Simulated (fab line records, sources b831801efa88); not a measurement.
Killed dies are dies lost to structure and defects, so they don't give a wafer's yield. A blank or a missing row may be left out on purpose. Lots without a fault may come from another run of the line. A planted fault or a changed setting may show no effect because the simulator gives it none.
fab line records | flow sky130
record lots=6 wafers=18 last_day=50
route steps=708 shown VIA3@588 METAL4@598 CAP2M@603 PAD_OPEN@708
lots that met no fault: from a run of the same line without faults
start_h: hours from the record's first day to the start of the lot's first wafer shown | wait_h: hours since the lot's step before | " the same as in the row above | L1.1+2: a row that stands for several wafers | - no value, or no start given | * or withheld: withheld | < > ~ a bound
route shown NAME@n: a module of which the file shows steps, and the number in the route of the first | usual: mean/standard deviation of fault-free wafers | same: alike in all rows | chamber/n: place in a boat | sites: the reading at each site | _std_site: their standard deviation | _edge_site: outer sites' mean less inner sites' | radius_mm: how far each site lies from the wafer's centre | mask NAME#n: copy n | behind: the tool/chamber that last shaped the wafer | hold: why the lot was held/for how many hours/how that ended | device: the transistor (n, p or np) that didn't switch | end of line: the same wafers' tests at the end of the route | a step without rows: its recipe alone | killed: dies lost to structure and defects at the first sort, not the wafer's yield | map: a wafer's dies, x killed, . not, _ none there
set.NAME: the setting as run; set.NAME@STEP: as run at that earlier step | model.NAME: the simulator's own value behind a step, which no gauge read
lots at some steps of the route; a table a step, a row a wafer
services: from which hour (start_h, from the record's first day; less than 0 if before it) a tool's chamber was out of use, for how many hours, and why
## steps
# step SKY_VIA3_ETCH_15
# recipe target=SiO2 chemistry=C4F8/O2/Ar target_depth_nm=507 stop_on=TiN mask_material=KrF-thick source_w=1500 bias_w=1200 pressure_mtorr=40 c4f8_flow_sccm=withheld O2_flow_sccm=6 Ar_flow_sccm=300 time_s=78
# usual oes_product_au=0.945/0.0046
# columns lot.wafer tool chamber start_h wait_h oes_product_au rf_hours_counter_h
L937.3 rie_diel-03 3 1002.26 0.0 0.952 1
L937.4 " 1 " " 0.948 22
L937.6 " 1 " " 0.948 -
L940.4 rie_diel-04 1 1029.19 0.0 0.952 -
L940.5 " 0 " " 0.943 -
L940.6 " 3 " " 0.935 -
L944.4 rie_diel-03 1 1047.14 0.0 0.952 23
L944.5 " 1 " " 0.941 -
L944.6 " 0 " " 0.947 -
L943.2 rie_diel-03 3 1047.84 0.0 0.952 3
L943.3 " 2 " " 0.934 24
L943.4 " 0 " " 0.951 18
L946.1 rie_diel-03 3 1058.30 0.0 0.937 3
L946.5 " 2 " " 0.939 -
L946.6 " 3 " " 0.945 -
L949.1 rie_diel-03 2 1077.25 0.0 0.941 25
L949.2 " 1 " " 0.941 24
L949.6 " 3 " " 0.944 -
# step SKY_VIA3_STRIP_16
# recipe chemistry=O2/N2 power_w=1400 pressure_mtorr=1500 platen_temp_c=withheld o2_flow_sccm=3000 n2_flow_sccm=300 overash_fraction=0.5
# usual drypump_motor_current_A=5.7/0.49 oes_product_au=0.401/0.0045 strip_time_to_endpoint_s=4.115/0.03
# columns lot.wafer tool chamber start_h wait_h drypump_motor_current_A oes_product_au rf_hours_counter_h strip_time_to_endpoint_s
L937.3 plasma_asher-02 0 1002.35 0.1 6.1 0.396 - 4.120
L937.4 " 1 " " 4.8 0.401 - 4.125
L937.6 " 0 " " 6.1 0.401 - 4.131
L940.4 plasma_asher-02 1 1029.25 0.0 4.8 0.396 - 4.118
L940.5 " 0 " " 6.1 0.407 - 4.101
L940.6 " 1 " " 4.8 0.406 - 4.135
L944.4 plasma_asher-04 1 1047.23 0.1 5.8 0.408 - 4.125
L944.5 " 0 " " 5.9 0.394 - 4.108
L944.6 " 1 " " 5.7 0.400 - 4.148
L943.2 plasma_asher-03 1 1047.90 0.0 6.2 0.401 63 4.047
L943.3 " 1 " " 6.2 0.394 - 4.056
L943.4 " 0 " " 5.8 0.400 - 4.092
L946.1 plasma_asher-03 1 1058.36 0.0 6.2 0.408 64 4.118
L946.5 " 1 " " 6.2 0.401 - 4.097
L946.6 " 0 " " 5.8 0.402 - 4.130
L949.1 plasma_asher-02 1 1077.31 0.0 4.8 0.393 1 4.113
L949.2 " 0 " " 6.1 0.398 1 4.103
L949.6 " 0 " " 6.0 0.403 - 4.102
# step SKY_VIA3_STRIP_17
# recipe chemistry=post_etch_residue_remover time_s=1200 temp_c=72.5
# step SKY_VIA3_CLEAN_18
# recipe chemistry=IPA time_s=180 temp_c=25
# step SKY_VIA3_CLEAN_19
# recipe chemistry=O3/DIW dry=n2_spin
# step SKY_VIA3_SPUTTER_20
# recipe material=TiN target_thk_nm=20 chamber_pressure_pa=5 power_w=3878 time_s=80
# step SKY_VIA3_CVD_21
# recipe material=W target_thk_nm=390 time_s=117.31 temp_c=400 pressure_torr=40
# step SKY_VIA3_RS_MEAS_22
# recipe thk_meas_gauge=four-point-probe reads=W_of_VIA3_CVD_21+TiN_of_VIA3_SPUTTER_20
# usual VIA3_W_RS=0.294/0.0034
# columns lot.wafer tool chamber start_h wait_h VIA3_W_RS[ohm/sq]
L937.3 film_metro-03 - 1003.56 0.1 0.300
L937.4 " - " " 0.296
L937.6 " - " " 0.296
L940.4 film_metro-01 - 1030.05 0.1 0.292
L940.5 " - " " 0.294
L940.6 " - " " 0.293
L944.4 film_metro-03 - 1048.29 0.1 0.293
L944.5 " - " " 0.289
L944.6 " - " " 0.289
L943.2 film_metro-02 - 1048.92 0.1 0.291
L943.3 " - " " 0.296
L943.4 " - " " 0.291
L946.1 film_metro-03 - 1059.13 0.1 0.300
L946.5 " - " " 0.297
L946.6 " - " " 0.300
L949.1 film_metro-03 - 1078.08 0.1 0.297
L949.2 " - " " 0.291
L949.6 " - " " 0.299
# step SKY_VIA3_THK_MEAS_23
# recipe thk_meas_gauge=xrf reads=W_of_VIA3_CVD_21
# usual VIA3_W_THK=388/5.7
# columns lot.wafer tool chamber start_h wait_h VIA3_W_THK[nm]
L937.3 film_metro-03 - 1003.66 0.1 380
L937.4 " - " " 387
L937.6 " - " " 388
L940.4 film_metro-01 - 1030.14 0.1 396
L940.5 " - " " 394
L940.6 " - " " 393
L944.4 film_metro-03 - 1048.38 0.1 384
L944.5 " - " " 391
L944.6 " - " " 390
L943.2 film_metro-02 - 1049.03 0.1 389
L943.3 " - " " 381
L943.4 " - " " 388
L946.1 film_metro-03 - 1059.25 0.1 381
L946.5 " - " " 384
L946.6 " - " " 379
L949.1 film_metro-03 - 1078.20 0.1 385
L949.2 " - " " 392
L949.6 " - " " 382
# step SKY_VIA3_CMP_24
# recipe stop_on=SiO2 t_overpolish_s=20 down_force_psi=3.5 platen_rpm=60 target_thk_nm=0 pad_velocity_m_s=0.94248
# step SKY_METAL4_SPUTTER_00
# recipe material=Ti target_thk_nm=15 power_w=3000 time_s=10 chamber_pressure_pa=0.4
# usual throttle_valve_pct=30.1/0.82
# columns lot.wafer tool chamber start_h wait_h throttle_valve_pct
L937.3 pvd_sputter-01 - 1004.00 0.1 30.5
L937.4 " - " " 30.9
L937.6 " - " " 28.3
L940.4 pvd_sputter-03 - 1030.47 0.2 29.3
L940.5 " - " " 29.5
L940.6 " - " " 30.6
L944.4 pvd_sputter-04 - 1049.47 0.1 30.0
L944.5 " - " " 29.6
L944.6 " - " " 30.0
L943.2 pvd_sputter-03 - 1054.01 0.2 29.5
L943.3 " - " " 30.5
L943.4 " - " " 29.6
L946.1 pvd_sputter-01 - 1059.61 0.2 30.5
L946.5 " - " " 29.3
L946.6 " - " " 30.3
L949.1 pvd_sputter-03 - 1078.56 0.1 29.8
L949.2 " - " " 29.3
L949.6 " - " " 29.8
# step SKY_METAL4_SPUTTER_01
# recipe material=TiN target_thk_nm=20 power_w=6500 time_s=16.7 chamber_pressure_pa=0.4
# step SKY_METAL4_SPUTTER_02
# recipe material=AlCu target_thk_nm=735 power_w=10600 time_s=39.1 chamber_pressure_pa=0.4
# usual throttle_valve_pct=30.1/0.86
# columns lot.wafer tool chamber start_h wait_h throttle_valve_pct
L937.3 pvd_sputter-01 - 1004.05 0.0 30.6
L937.4 " - " " 31.0
L937.6 " - " " 27.8
L940.4 pvd_sputter-03 - 1030.52 0.0 29.3
L940.5 " - " " 29.8
L940.6 " - " " 30.4
L944.4 pvd_sputter-04 - 1049.51 0.0 30.1
L944.5 " - " " 29.9
L944.6 " - " " 30.2
L943.2 pvd_sputter-03 - 1054.06 0.0 29.3
L943.3 " - " " 30.8
L943.4 " - " " 29.6
L946.1 pvd_sputter-01 - 1059.66 0.0 30.3
L946.5 " - " " 29.2
L946.6 " - " " 30.4
L949.1 pvd_sputter-03 - 1078.61 0.0 29.5
L949.2 " - " " 29.3
L949.6 " - " " 29.5
# step SKY_METAL4_SPUTTER_03
# recipe material=Ti target_thk_nm=5 power_w=3000 time_s=3.3 chamber_pressure_pa=0.4
# step SKY_METAL4_SPUTTER_04
# recipe material=TiN target_thk_nm=70 power_w=6500 time_s=58.3 chamber_pressure_pa=0.4
# step SKY_CAP2M_CVD_00
# recipe material=SiO2 target_thk_nm=15.5 temp_c=400 time_s=withheld rf_w=450
# usual heater_power_w=718/76
# columns lot.wafer tool chamber start_h wait_h heater_power_w
L937.3 pecvd-04 1 1004.16 0.0 704
L937.4 " 2 " " 620
L937.6 " 0 " " 776
L940.4 pecvd-03 2 1030.64 0.0 652
L940.5 " 0 " " 728
L940.6 " 1 " " 755
L944.4 pecvd-03 2 1049.63 0.0 623
L944.5 " 0 " " 651
L944.6 " 1 " " 820
L943.2 pecvd-03 2 1054.17 0.0 650
L943.3 " 1 " " 826
L943.4 " 2 " " 638
L946.1 pecvd-03 2 1059.76 0.0 546
L946.5 " 0 " " 744
L946.6 " 2 " " 559
L949.1 pecvd-04 0 1078.71 0.0 848
L949.2 " 2 " " 655
L949.6 " 1 " " 618
# step SKY_CAP2M_THK_MEAS_01
# recipe reads=SiO2_of_CAP2M_CVD_00
# usual CAP2M_CVD_00_THK=15.52/0.22
# columns lot.wafer tool chamber start_h wait_h CAP2M_CVD_00_THK[nm]
L937.3 film_metro-04 - 1004.20 - 14.93
L937.4 " - " " 15.46
L937.6 " - " " 15.25
L940.4 film_metro-04 - 1030.68 - 15.48
L940.5 " - " " 15.95
L940.6 " - " " 15.68
L944.4 film_metro-01 - 1049.67 - 15.49
L944.5 " - " " 15.78
L944.6 " - " " 15.55
L943.2 film_metro-04 - 1054.20 - 15.18
L943.3 " - " " 15.48
L943.4 " - " " 15.54
L946.1 film_metro-02 - 1059.79 - 15.48
L946.5 " - " " 15.94
L946.6 " - " " 15.51
L949.1 film_metro-01 - 1078.74 - 15.42
L949.2 " - " " 15.52
L949.6 " - " " 15.67
# step SKY_CAP2M_SPUTTER_02
# recipe material=TiN target_thk_nm=200 temp_c=300 power_w=6500 time_s=166.7 chamber_pressure_pa=0.4
# step SKY_CAP2M_RS_MEAS_03
# recipe thk_meas_gauge=four-point-probe reads=TiN_of_CAP2M_SPUTTER_02
# usual CAP2M_TIN_RS=6.89/0.082
# columns lot.wafer tool chamber start_h wait_h CAP2M_TIN_RS[ohm/sq]
L937.3 film_metro-01 - 1004.39 0.1 6.83
L937.4 " - " " 6.94
L937.6 " - " " 6.83
L940.4 film_metro-02 - 1030.88 0.1 6.73
L940.5 " - " " 6.84
L940.6 " - " " 6.72
L944.4 film_metro-04 - 1049.87 0.1 6.92
L944.5 " - " " 6.91
L944.6 " - " " 6.90
L943.2 film_metro-04 - 1054.38 0.1 6.87
L943.3 " - " " 6.95
L943.4 " - " " 6.93
L946.1 film_metro-01 - 1059.96 0.1 6.99
L946.5 " - " " 7.06
L946.6 " - " " 6.99
L949.1 film_metro-04 - 1078.91 0.1 6.80
L949.2 " - " " 6.90
L949.6 " - " " 6.81
# step SKY_CAP2M_THK_MEAS_04
# recipe thk_meas_gauge=xrf reads=TiN_of_CAP2M_SPUTTER_02
# usual CAP2M_TIN_THK=199.5/2.3
# columns lot.wafer tool chamber start_h wait_h CAP2M_TIN_THK[nm]
L937.3 film_metro-01 - 1004.49 0.1 202.0
L937.4 " - " " 198.1
L937.6 " - " " 201.3
L940.4 film_metro-02 - 1030.97 0.1 202.9
L940.5 " - " " 199.7
L940.6 " - " " 202.8
L944.4 film_metro-04 - 1049.96 0.1 198.5
L944.5 " - " " 198.7
L944.6 " - " " 200.1
L943.2 film_metro-04 - 1054.49 0.1 200.5
L943.3 " - " " 197.6
L943.4 " - " " 197.4
L946.1 film_metro-01 - 1060.08 0.1 197.7
L946.5 " - " " 195.3
L946.6 " - " " 197.7
L949.1 film_metro-04 - 1079.03 0.1 201.0
L949.2 " - " " 198.8
L949.6 " - " " 200.6
# step SKY_CAP2M_DEHYDRATE_05
# recipe temp_c=200 time_s=60
# step SKY_CAP2M_HMDS_06
# recipe prime_time_s=60 prime_temp_c=120
# step SKY_CAP2M_COAT_07
# recipe resist=NOVOLAK spin_rpm=3000 resist_thk_nm=1140
# step SKY_CAP2M_SOFTBAKE_08
# recipe temp_c=90 time_s=60 resist=NOVOLAK
# step SKY_CAP2M_EXPOSE_09
# recipe mask_id=CAP2M na=0.6 source_shape=conventional sigma_outer=0.6 polarization=unpolarized target_cd_nm=1000 dose_mj=159
# step SKY_CAP2M_PEB_10
# recipe temp_c=withheld time_s=* resist=NOVOLAK
# step SKY_CAP2M_DEVELOP_11
# recipe resist=NOVOLAK developer=TMAH develop_time_s=60 dev_temp_c=23
# step SKY_CAP2M_OVL_MEAS_12
# usual CAP2M_OVL=0.1/1.5
# columns lot.wafer tool chamber start_h wait_h CAP2M_OVL[nm]
L937.3 overlay-02 - 1026.42 0.1 -0.2
L937.4 " - " " 0.4
L937.6 " - " " 1.7
L940.4 overlay-01 - 1052.70 0.1 1.3
L940.5 " - " " 3.4
L940.6 " - " " 2.9
L944.4 overlay-01 - 1070.18 0.1 0.0
L944.5 " - " " 0.1
L944.6 " - " " -1.1
L943.2 overlay-01 - 1073.66 0.1 0.1
L943.3 " - " " -1.1
L943.4 " - " " 0.1
L946.1 overlay-02 - 1080.36 0.1 -1.7
L946.5 " - " " -2.7
L946.6 " - " " -1.2
L949.1 overlay-01 - 1099.26 0.1 0.2
L949.2 " - " " 0.8
L949.6 " - " " 0.0
# step SKY_CAP2M_METAL_ETCH_13
# recipe target_depth_nm=220 stop_on=SiO2 chemistry=Cl2/BCl3 target=TiN pressure_mtorr=10 icp_w=900 bias_w=48.5 Cl2_flow_sccm=60 bcl3_flow_sccm=30 time_s=62.9
# step SKY_CAP2M_STRIP_14
# recipe chemistry=O2/N2 power_w=1400 pressure_mtorr=1500 platen_temp_c=withheld o2_flow_sccm=3000 n2_flow_sccm=300 overash_fraction=0.5
# usual drypump_motor_current_A=5.73/0.25 oes_product_au=0.711/0.0043 strip_time_to_endpoint_s=12.64/0.046
# columns lot.wafer tool chamber start_h wait_h drypump_motor_current_A oes_product_au rf_hours_counter_h strip_time_to_endpoint_s
L937.3 plasma_asher-04 1 1026.63 0.1 5.73 0.702 - 12.60
L937.4 " 0 " " 5.84 0.713 - 12.59
L937.6 " 1 " " 5.74 0.705 - 12.59
L940.4 plasma_asher-04 0 1052.91 0.1 5.86 0.709 - 12.68
L940.5 " 1 " " 5.74 0.703 - 12.70
L940.6 " 0 " " 5.86 0.706 - 12.73
L944.4 plasma_asher-01 1 1070.30 0.1 5.45 0.705 - 12.71
L944.5 " 1 " " 5.47 0.714 - 12.74
L944.6 " 0 " " 5.29 0.710 - 12.68
L943.2 plasma_asher-04 0 1073.77 0.1 5.87 0.701 95 12.62
L943.3 " 1 " " 5.73 0.710 - 12.60
L943.4 " 0 " " 5.85 0.704 - 12.61
L946.1 plasma_asher-01 1 1080.47 0.1 5.47 0.712 33 12.56
L946.5 " 0 " " 5.27 0.717 - 12.63
L946.6 " 1 " " 5.47 0.711 - 12.56
L949.1 plasma_asher-04 1 1099.37 0.1 5.73 0.710 98 12.70
L949.2 " 0 " " 5.85 0.710 98 12.67
L949.6 " 0 " " 5.82 0.706 - 12.65
# step SKY_CAP2M_STRIP_15
# recipe chemistry=post_etch_residue_remover time_s=1200 temp_c=72.5
# step SKY_CAP2M_CLEAN_16
# recipe chemistry=IPA time_s=180 temp_c=25
# step SKY_CAP2M_CLEAN_17
# recipe chemistry=O3/DIW dry=n2_spin
# step SKY_METAL4_DEHYDRATE_05
# recipe temp_c=200 time_s=60
# step SKY_METAL4_HMDS_06
# recipe prime_time_s=60 prime_temp_c=120
# step SKY_METAL4_COAT_07
# recipe resist=BARC temp_c=withheld time_s=withheld spin_rpm=3000 resist_thk_nm=60
# step SKY_METAL4_COAT_08
# recipe resist=KrF-thick spin_rpm=3000 resist_thk_nm=1140
# step SKY_METAL4_SOFTBAKE_09
# recipe temp_c=100 time_s=90 resist=KrF-thick
# step SKY_METAL4_EXPOSE_10
# recipe mask_id=MM4 na=0.68 source_shape=annular sigma_inner=0.4 sigma_outer=0.8 target_cd_nm=300 dose_mj=28
# step SKY_METAL4_PEB_11
# recipe peb_temp_c=withheld peb_time_s=withheld resist=KrF-thick
# step SKY_METAL4_DEVELOP_12
# recipe develop_time_s=60 resist=KrF-thick dev_temp_c=20.28
# step SKY_METAL4_CD_MEAS_13
# recipe target_cd_nm=300
# usual cd_nm=300.1/1.2
# columns lot.wafer tool chamber start_h wait_h cd_nm
L937.3 cd_sem-02 - 1048.94 - 300.5
L937.4 " - " " 299.7
L937.6 " - " " 299.5
L940.4 cd_sem-01 - 1072.82 - 299.5
L940.5 " - " " 300.3
L940.6 " - " " 300.4
L944.4 cd_sem-01 - 1092.07 - 300.2
L944.5 " - " " 301.2
L944.6 " - " " 300.1
L943.2 cd_sem-02 - 1094.43 - 297.6
L943.3 " - " " 298.2
L943.4 " - " " 298.3
L946.1 cd_sem-02 - 1101.11 - 299.5
L946.5 " - " " 299.8
L946.6 " - " " 300.4
L949.1 cd_sem-02 - 1120.61 - 297.9
L949.2 " - " " 301.6
L949.6 " - " " 299.0
# step SKY_METAL4_METAL_ETCH_18
# recipe target_depth_a=8450 stop_on=SiO2 over_etch_frac=0.3 time_s=183.1 chemistry=Cl2/BCl3 resist_sidewall_deg=88 pressure_mtorr=10 icp_w=900 bias_w=48.5 Cl2_flow_sccm=60 bcl3_flow_sccm=30
# usual drypump_motor_current_A=5.7/0.59 he_backside_leak_sccm=3.27/0.18 oes_product_au=0.865/0.0063 throttle_valve_pct=22.264/0.0084
# columns lot.wafer tool chamber start_h wait_h drypump_motor_current_A he_backside_leak_sccm oes_product_au rf_hours_counter_h throttle_valve_pct
L937.3 rie_metal-04 1 1049.28 0.1 6.2 3.08 0.867 - 22.263
L937.4 " 0 " " 5.0 3.20 0.879 - 22.278
L937.6 " 0 " " 5.0 3.11 0.864 - 22.262
L940.4 rie_metal-03 1 1073.12 0.1 6.0 3.58 0.871 - 22.264
L940.5 " 1 " " 6.0 3.47 0.870 - 22.249
L940.6 " 0 " " 6.5 3.12 0.865 - 22.263
L944.4 rie_metal-01 0 1092.39 0.1 4.9 3.60 0.858 - 22.281
L944.5 " 0 " " 4.9 3.41 0.858 - 22.258
L944.6 " 1 " " 5.8 3.24 0.861 - 22.253
L943.2 rie_metal-04 1 1094.71 0.0 6.2 3.25 0.810 8 22.269
L943.3 " 0 " " 5.1 3.47 0.813 - 22.271
L943.4 " 1 " " 6.2 3.29 0.818 - 22.275
L946.1 rie_metal-04 0 1101.41 0.0 5.1 3.31 0.866 25 22.257
L946.5 " 0 " " 5.0 3.35 0.860 - 22.270
L946.6 " 1 " " 6.2 3.17 0.863 - 22.251
L949.1 rie_metal-04 1 1120.91 0.0 6.2 2.95 0.812 10 22.256
L949.2 " 0 " " 5.1 3.21 0.816 27 22.266
L949.6 " 0 " " 5.0 3.23 0.819 - 22.243
# step SKY_PAD_OPEN_PROBE_99
# usual defect_limited_yield=82.5/1.9 killed_at_M0_to_M3=42/6.4 killed_at_M4_up=2.9/1.7 killed_at_contacts=25/5.2 killed_at_front_end=16/4.4 killed_at_other=0.4/0.65 killed_dies=86/9.2 killed_open=47/6.6 killed_short=39/5.8 sort_bin_3_pad_short=0.9/0.42 sort_bin_5_function=10.4/1.5 sort_bin_6_memory=6.3/1 sort_n_pass=406/9.2 sort_yield_pct=82.5/1.9
# same gross_dies=492 killed_at_back_side=0 sort_bin_4_leakage[%]=0 sort_bin_8_speed[%]=0
# columns lot.wafer tool chamber start_h wait_h defect_limited_yield[%] killed_at_M0_to_M3 killed_at_M4_up killed_at_contacts killed_at_front_end killed_at_other killed_dies killed_open killed_short sort_bin_3_pad_short[%] sort_bin_5_function[%] sort_bin_6_memory[%] sort_n_pass sort_yield_pct[%] model.etest.met4.rs_ohm_sq_rim_less_centre
L937.3 prober-02 - 1141.14 0.2 83.7 43 1 22 14 0 80 43 37 0.8 11.0 4.5 412 83.7 8.509e-05
L937.4 prober-02 - 1141.19 0.2 86.4 34 6 19 8 0 67 33 34 1.0 7.7 4.9 425 86.4 0.0002252
L937.6 prober-02 - 1141.29 0.2 83.9 38 3 20 17 1 79 40 38 0.8 11.6 3.7 413 83.9 0.0006295
L940.4 prober-01 - 1159.12 0.2 80.3 47 1 28 19 2 97 47 49 0.8 11.2 7.7 395 80.3 0.001045
L940.5 prober-01 - 1159.17 0.2 83.3 46 0 30 6 0 82 47 34 0 10.4 6.3 410 83.3 -0.0001616
L940.6 prober-01 - 1159.22 0.2 80.7 46 5 24 20 0 95 47 47 1.2 11.2 6.9 397 80.7 -0.0005665
L944.4 prober-02 - 1173.81 0.2 83.7 43 2 25 10 0 80 46 34 1.4 9.8 5.1 412 83.7 0.0001776
L944.5 prober-02 - 1173.86 0.2 80.9 43 2 28 18 3 94 56 37 1.4 11.6 6.1 398 80.9 -0.0001405
L944.6 prober-02 - 1173.91 0.2 81.1 41 2 41 9 0 93 62 31 0.4 12.4 6.1 399 81.1 3.15e-05
L943.2 prober-02 - 1177.33 0.1 82.7 36 5 24 20 0 85 47 38 1.2 10.0 6.1 407 82.7 0.01393
L943.3 prober-02 - 1177.38 0.2 83.3 40 4 16 20 2 82 40 41 1.0 10.0 5.7 410 83.3 0.01394
L943.4 prober-02 - 1177.43 0.2 80.7 40 7 25 23 0 95 44 51 1.8 12.4 5.1 397 80.7 0.01407
L946.1 prober-01 - 1183.16 0.1 85.8 34 2 20 14 0 70 38 32 0.6 7.3 6.3 422 85.8 0.0004839
L946.5 prober-01 - 1183.36 0.2 87.0 41 1 14 8 0 64 42 22 0.6 6.9 5.5 428 87.0 -0.000828
L946.6 prober-01 - 1183.41 0.2 82.7 50 1 14 19 1 85 39 45 1.6 8.1 7.5 407 82.7 -0.0003326
L949.1 prober-02 - 1198.12 0.1 81.1 46 4 24 19 0 93 50 42 1.0 11.0 6.9 399 81.1 0.01408
L949.2 prober-02 - 1198.17 0.1 79.1 46 2 27 27 1 103 48 51 1.0 12.8 7.1 389 79.1 0.01356
L949.6 prober-02 - 1198.37 0.2 82.1 39 6 18 25 0 88 55 33 0.6 12.2 5.1 404 82.1 0.01419
# killed by level:class
L937.3 VIA2:geometric_particle:open=8 VIA3:geometric_particle:open=7 VIA1:geometric_particle:open=7 CONTACT:geometric_particle:open=6 FIELD_ISO:geometric_particle:open=5 LI_CONTACT:geometric_particle:open=5 CONTACT:geometric_particle:short=5 METAL1:geometric_particle:short=5
L937.4 CONTACT:geometric_particle:open=6 METAL3:geometric_particle:short=6 VIA1:geometric_particle:open=5 LI_CONTACT:geometric_particle:open=4 VIA3:geometric_particle:open=4 POLY_GATE:geometric_particle:short=3 LI_CONTACT:geometric_particle:short=3 CONTACT:geometric_particle:short=3
L937.6 VIA3:geometric_particle:open=9 CONTACT:geometric_particle:open=8 METAL1:geometric_particle:short=6 POLY_GATE:geometric_particle:open=5 FIELD_ISO:geometric_particle:short=4 VIA1:geometric_particle:open=4 CONTACT:geometric_particle:short=4 METAL2:geometric_particle:short=4
L940.4 VIA3:geometric_particle:open=9 VIA2:geometric_particle:open=8 CONTACT:geometric_particle:open=7 LI_CONTACT:geometric_particle:short=6 LOCAL_INTERCONNECT:geometric_particle:short=6 METAL2:geometric_particle:short=6 VIA1:geometric_particle:open=6 FIELD_ISO:geometric_particle:open=5
L940.5 LI_CONTACT:geometric_particle:open=12 VIA1:geometric_particle:open=12 VIA3:geometric_particle:open=10 METAL2:geometric_particle:short=6 CONTACT:geometric_particle:open=6 CONTACT:geometric_particle:short=6 METAL1:geometric_particle:short=4 LI_CONTACT:geometric_particle:short=3
L940.6 VIA1:geometric_particle:open=10 LI_CONTACT:geometric_particle:open=10 POLY_GATE:geometric_particle:short=6 CONTACT:geometric_particle:open=6 METAL1:geometric_particle:short=6 VIA1:geometric_particle:short=5 METAL2:geometric_particle:short=5 VIA3:geometric_particle:open=5
L944.4 CONTACT:geometric_particle:open=10 VIA1:geometric_particle:short=7 VIA3:geometric_particle:open=7 LI_CONTACT:geometric_particle:short=6 FIELD_ISO:geometric_particle:open=5 VIA1:geometric_particle:open=5 VIA2:geometric_particle:open=5 METAL3:geometric_particle:short=4
L944.5 CONTACT:geometric_particle:open=10 VIA1:geometric_particle:open=10 VIA3:geometric_particle:open=8 LI_CONTACT:geometric_particle:open=7 VIA2:geometric_particle:open=7 FIELD_ISO:geometric_particle:open=5 VIA1:geometric_particle:short=5 FIELD_ISO:geometric_particle:short=4
L944.6 LI_CONTACT:geometric_particle:open=16 CONTACT:geometric_particle:open=14 VIA2:geometric_particle:open=6 VIA1:geometric_particle:open=6 VIA3:geometric_particle:open=6 LOCAL_INTERCONNECT:geometric_particle:short=5 METAL2:geometric_particle:short=5 POLY_GATE:geometric_particle:open=4
L943.2 LI_CONTACT:geometric_particle:open=9 FIELD_ISO:geometric_particle:short=7 VIA1:geometric_particle:short=7 VIA1:geometric_particle:open=7 FIELD_ISO:geometric_particle:open=6 VIA2:geometric_particle:open=6 VIA3:geometric_particle:open=5 CONTACT:geometric_particle:open=4
L943.3 VIA1:geometric_particle:open=9 FIELD_ISO:geometric_particle:open=7 CONTACT:geometric_particle:open=7 METAL2:geometric_particle:short=7 FIELD_ISO:geometric_particle:short=6 METAL1:geometric_particle:short=5 VIA3:geometric_particle:open=5 METAL3:geometric_particle:short=5
L943.4 LI_CONTACT:geometric_particle:open=12 FIELD_ISO:geometric_particle:short=10 VIA1:geometric_particle:open=7 METAL2:geometric_particle:short=7 METAL4:geometric_particle:short=6 CONTACT:geometric_particle:short=5 CONTACT:geometric_particle:open=5 METAL1:geometric_particle:short=5
L946.1 VIA1:geometric_particle:open=9 CONTACT:geometric_particle:short=7 VIA2:geometric_particle:open=6 FIELD_ISO:geometric_particle:short=5 CONTACT:geometric_particle:open=5 FIELD_ISO:geometric_particle:open=4 LOCAL_INTERCONNECT:geometric_particle:short=4 METAL3:geometric_particle:short=4
L946.5 VIA1:geometric_particle:open=16 LI_CONTACT:geometric_particle:open=5 VIA2:geometric_particle:open=5 CONTACT:geometric_particle:open=4 METAL1:geometric_particle:short=4 VIA1:geometric_particle:short=4 METAL3:geometric_particle:short=4 VIA3:geometric_particle:open=4
L946.6 VIA1:geometric_particle:open=15 METAL1:geometric_particle:short=8 VIA1:geometric_particle:short=7 LOCAL_INTERCONNECT:geometric_particle:short=6 VIA2:geometric_particle:open=6 FIELD_ISO:geometric_particle:short=5 METAL2:geometric_particle:short=4 POLY_GATE:geometric_particle:open=3
L949.1 VIA1:geometric_particle:open=15 FIELD_ISO:geometric_particle:short=8 LI_CONTACT:geometric_particle:open=8 CONTACT:geometric_particle:open=7 CONTACT:geometric_particle:short=6 VIA3:geometric_particle:open=6 FIELD_ISO:geometric_particle:open=4 METAL1:geometric_particle:short=4
L949.2 VIA1:geometric_particle:open=11 METAL1:geometric_particle:short=9 CONTACT:geometric_particle:open=8 LI_CONTACT:geometric_particle:open=6 CONTACT:geometric_particle:short=6 VIA3:geometric_particle:open=6 FIELD_ISO:geometric_particle:short=5 POLY_GATE:geometric_particle:short=5
L949.6 CONTACT:geometric_particle:open=9 VIA1:geometric_particle:open=9 FIELD_ISO:geometric_particle:open=7 POLY_GATE:geometric_particle:open=7 VIA3:geometric_particle:open=6 FIELD_ISO:geometric_particle:short=5 LI_CONTACT:geometric_particle:open=4 METAL1:geometric_particle:short=4
## services
# columns tool chamber start_h hours kind
pvd_sputter-01 - 978.72 24.4 repair
pvd_sputter-04 - 990.78 3.9 repair
pecvd-03 1 999.38 - clean
pecvd-03 1 999.38 - consumable_replace:showerhead
pecvd-03 1 999.38 29.0 scheduled_down
pecvd-03 1 999.38 29.0 vent_cycle
rie_metal-01 - 1003.60 1.4 pm
pvd_sputter-01 3 1004.16 - consumable_replace:kit
pvd_sputter-01 3 1004.16 18.0 scheduled_down
pvd_sputter-01 3 1004.16 18.0 vent_cycle
rie_diel-04 0 1011.08 1.6 repair
rie_metal-04 1 1017.03 24.3 repair
rie_metal-03 0 1019.29 14.3 repair
rie_diel-04 2 1024.76 9.5 repair
rie_diel-03 1 1036.27 8.8 repair
rie_metal-03 1 1039.80 2.1 repair
plasma_asher-02 - 1055.25 9.0 pm
pecvd-03 2 1063.20 2.1 scheduled_down
plasma_asher-03 - 1067.99 3.6 repair
rie_metal-03 0 1079.82 9.5 repair
pvd_sputter-04 - 1090.54 0.6 repair
rie_diel-04 - 1098.76 4.7 repair
rie_diel-03 1 1109.09 2.9 repair
rie_diel-04 0 1112.52 4.2 repair
## key
first_sign step=SKY_METAL4_METAL_ETCH_18 reading=oes_product_au direction=down sigmas=8.1 usual=0.865 struck=0.815
effect none on later readings
model_effect step=SKY_PAD_OPEN_PROBE_99 value=etest.met4.rs_ohm_sq_rim_less_centre without=-3.498e-05 struck=0.01396
met_at SKY_METAL4_SPUTTER_02
struck_wafers L943.2,L943.3,L943.4,L949.1,L949.2,L949.6
onset_between 1030.52 1054.06
also_fits SKY_METAL4_SPUTTER_00:pvd_sputter-03,SKY_CAP2M_STRIP_14:plasma_asher-04
fault kind=site_profile_drift tool=pvd_sputter-03 chamber=- onset_h=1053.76 steps=SKY_METAL4_SPUTTER_02 basis=fraction max_abs_drift=0.29035 slope_share_per_hr=64.523 site_pattern=0,0,0,0,0,-1,-1,-1,-1
